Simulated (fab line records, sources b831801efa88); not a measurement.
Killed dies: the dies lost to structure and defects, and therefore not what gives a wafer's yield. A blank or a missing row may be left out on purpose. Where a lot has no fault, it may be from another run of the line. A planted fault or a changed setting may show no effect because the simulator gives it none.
Problem report in the 8D (eight disciplines) form, filled by code -- flow gf180mcu -- the parts of the form that need people (team, actions taken, sign-off) are left out

== 1. WHAT WENT WRONG ==
Mean HV_LDD_2_TW at GF_HV_LDD_TW_MEAS_23: 1119 over 6 wafers in 2 lots; fault-free wafers: 1051, standard deviation 5.3. Relative to the usual mean, that is a shift of +13 standard deviations.
The first sign was on wafer L292.1 at day 14 10:14, on filmMetro-02. The record holds 36 wafers of 12 lots with a number at this step. Rule for "out", or "out of limits": more than 4 standard deviations from the usual mean. Any other wafer with a number is counted as sound.

== 2. WHAT IT IS, WHAT IT ISN'T ==
question,is,is not
which readings at this step,HV_LDD_2_TW,-
which lots,"L292, L293","L281, L284, L285, L286, L287, L299, L300, L302, L303, L304"
which wafers of those lots,all that have a number,-
read on which gauges,filmMetro-02,"filmMetro-03, filmMetro-04"
when,from day 14 10:14,"up to then (15 sound wafers); but 15 sound wafers of L299, L300, L302, L303, L304 came after"

== 3. WHAT RULES OUT EACH SUSPECT ==
Counting: a tool at a process step up to the reading stays a suspect if it ran every lot that is out and no sound lot after the first of them.
- the gauge at GF_HV_LDD_TW_MEAS_23: ruled out. All the wafers that are out were read on filmMetro-02, but those of them that GF_HV_LDD_IMPLANT_21 has rows for are out there too, on other tools.
- implanter-02 at GF_HV_LDD_IMPLANT_21: kept. It processed each lot that is out, first L292 at day 14 09:59, and no sound lot thereafter; up to then, the last sound lot it processed was L287 at day 13 00:59. Its own beamEnergyKeV readings are out on those wafers.
Left after counting: implanter-02 at GF_HV_LDD_IMPLANT_21.

== 4. THE CAUSE (what the simulator had put in) ==
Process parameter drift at GF_HV_LDD_IMPLANT_21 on implanter-02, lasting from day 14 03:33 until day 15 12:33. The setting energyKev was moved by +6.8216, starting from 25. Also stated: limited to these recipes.
Counting left only this tool.

== 5. THE EFFECT CHAIN, in route order ==
Each row: a reading where the mean over the struck wafers with a number is more than 3 standard deviations away from the usual. Only readings for which the record gives a usual standard deviation are gone through. hours: the time from each lot's start at the first step in this table that gives one to its start at this step, as a median over the lots. sigmas: the change in usual standard deviations.
hours,step,reading,usual,on struck wafers,change,sigmas
0,GF_HV_LDD_IMPLANT_21,beamEnergyKeV,25.000,31.824,+6.824,+99 or more
0,GF_HV_LDD_TW_MEAS_23,HV_LDD_2_TW,1051,1119,+68,+13
Process steps it contains:
- GF_HV_LDD_IMPLANT_21
At these later measuring or inspecting steps, every struck wafer for which the step has a row has a number for every such reading, and none has moved that far: GF_PSD_OVL_MEAS_08.

== 6. WHAT WOULD HAVE CAUGHT IT SOONER ==
The first out-of-limits reading at a measuring or inspecting step in this record came at day 14 10:14, 7 hours after the fault's start at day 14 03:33.
At GF_HV_LDD_IMPLANT_21, the tool's own readings (beamEnergyKeV) were out on each struck wafer the step has a row for, so an alarm limit on them would have fired on the first such wafer.
Of the lots that are out (2), L293 began GF_HV_LDD_IMPLANT_21 on implanter-02 after day 14 10:14. It would have been spared by a hold on the tool at that moment.
